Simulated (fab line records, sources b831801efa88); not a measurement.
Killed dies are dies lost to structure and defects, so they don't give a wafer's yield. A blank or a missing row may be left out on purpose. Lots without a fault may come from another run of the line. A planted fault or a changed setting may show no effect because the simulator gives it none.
Which tool did it? | flow sky130 | 10 lots, 30 wafers sampled, at 1 step of a route of 708

WHAT THE GAUGES READ, wafer by wafer
SKY_VIA3_RS_MEAS_22: measures by four-point-probe.
lot  | measured     | on            | VIA3_W_RS (ohm/sq)
L849 | day 40 04:46 | film_metro-04 | 0.2927 0.2932 0.2930
L850 | day 40 14:05 | film_metro-01 | 0.2940 0.2897 0.2909
L852 | day 41 04:58 | film_metro-01 | 0.2901 0.2930 0.2915
L858 | day 43 01:19 | film_metro-04 | 0.2927 0.2938 0.2925
L861 | day 44 11:56 | film_metro-04 | 0.2922 0.2944 0.2967
L863 | day 44 13:01 | film_metro-03 | 0.2865 0.2927 0.2886
L865 | day 44 14:47 | film_metro-04 | 0.2981 0.2994 0.2946
L866 | day 44 18:01 | film_metro-01 | 0.2900 0.2891 0.2881
L868 | day 45 13:35 | film_metro-04 | 0.2930 0.2892 0.2924
L870 | day 45 21:59 | film_metro-01 | 0.2908 0.2941 0.2955

WHICH TOOL RAN EACH LOT (tool, then ch and the chambers of the sampled wafers, then the start)
The record holds no process step before these readings.

THE ANSWER, worked out from the rows above alone
Rule: what is usual is taken from the lots themselves. Put in order of their means at a reading, lots are off if they are a third of the lots or fewer, leave a main group of 4 or more, and stand apart from it by a gap of 3 or more times the standard deviation of the main group's means; of several such gaps the widest counts. A main group whose means are all the same, to the digits that the tables above print for the reading, isn't used. A lot without any number at a reading at which 4 lots or more have one is off too. The other lots that the step has rows for count as sound.
No lot is off at any reading shown: from this, nothing can be told.

WHAT THE SIMULATOR HAD PUT IN
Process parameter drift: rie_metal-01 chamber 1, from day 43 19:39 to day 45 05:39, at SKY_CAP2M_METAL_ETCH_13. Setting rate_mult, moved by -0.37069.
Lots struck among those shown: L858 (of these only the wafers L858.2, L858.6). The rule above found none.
